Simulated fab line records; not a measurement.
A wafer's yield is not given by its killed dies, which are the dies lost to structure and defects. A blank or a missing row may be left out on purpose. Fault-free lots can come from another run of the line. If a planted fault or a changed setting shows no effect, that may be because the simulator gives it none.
Struck lot and sound lot, side by side || flow sky130 || 14 steps out of a route of 708
Sound: wafers L330.2, L330.3, L330.5. Wafers L339.1, L339.3, L339.6 were the ones struck. At the end, the cause is stated.
Each step with rows lists, per side, the tool, then ch with its chambers, then its first start. Under that, the readings that differ: sound wafers || struck wafers || difference of the means || sigmas: that difference in standard deviations of wafers without a fault.
alike: same words and numbers on both sides, and readings whose means sit less than 2 such deviations apart. not compared: any withheld reading, any reading some wafer has no value for, any bound like >300 that may hide the same value, and any number with overlapping values for which the record gives no deviation.
The two part at a step that has a row with sigmas, a row that says differs or no value, or rows on one side only. Numbers that don't overlap but have no deviation are shown without sigmas and don't part them. A reading missing from all wafers of one side parts the sides only when that side holds two or more wafers.

first, 4 steps without rows for these wafers: SKY_VT_ADJUST_PCH_SOFTBAKE_03; SKY_VT_ADJUST_PCH_EXPOSE_04 (exposes mask NWM, target cd 840 nm); SKY_VT_ADJUST_PCH_PEB_05; SKY_VT_ADJUST_PCH_DEVELOP_06 (develop time 60 s).
SKY_VT_ADJUST_PCH_OVL_MEAS_07:
  struck on overlay-02, day 13 00:20; sound on overlay-02, day 10 08:51
  alike: VT_ADJUST_PCH_OVL
next, for these wafers, 1 step has no rows: SKY_VT_ADJUST_PCH_IMPLANT_08.
SKY_VT_ADJUST_PCH_STRIP_09: strips in O2/N2.
  sound on plasma_asher-04 ch 1, day 10 09:02; struck on plasma_asher-04 ch 0,1, day 13 00:31
  alike: drypump_motor_current_A, oes_product_au, strip_time_to_endpoint_s
  not compared: rf_hours_counter_h
SKY_VT_ADJUST_PCH_TW_MEAS_10:
  struck on film_metro-02, day 13 00:37; sound on film_metro-02, day 10 09:08
{"reading": "VT_ADJUST_PCH_TW", "sound": "143.6 144.0 142.7", "struck": "140.2 141.3 140.9", "difference": -2.6, "sigmas": -3}
then, 4 steps without rows for these wafers: SKY_SONOS_TUNNEL_DEHYDRATE_00 (time 60 s); SKY_SONOS_TUNNEL_HMDS_01 (prime time 60 s); SKY_SONOS_TUNNEL_COAT_02 (resist thk 1140 nm); SKY_SONOS_TUNNEL_SOFTBAKE_03 (time 60 s).
SKY_SONOS_TUNNEL_EXPOSE_04: exposes mask TUNM, target cd 410 nm.
  struck on iline_stepper-01, day 13 12:04; sound on iline_stepper-02 ch 0, day 10 21:00
  no value came back on the struck wafers for exposure_dose_mJ_cm2, focus_offset_nm (nm); on the sound wafers exposure_dose_mJ_cm2 reads 136.11 136.11 135.86
  alike: mask
next, for these wafers, 1 step has no rows: SKY_SONOS_TUNNEL_PEB_05.

## WHERE THEY PART
At SKY_VT_ADJUST_PCH_TW_MEAS_10 first; at SKY_SONOS_TUNNEL_EXPOSE_04 last (within this record only).

WHY: the cause the simulator had injected
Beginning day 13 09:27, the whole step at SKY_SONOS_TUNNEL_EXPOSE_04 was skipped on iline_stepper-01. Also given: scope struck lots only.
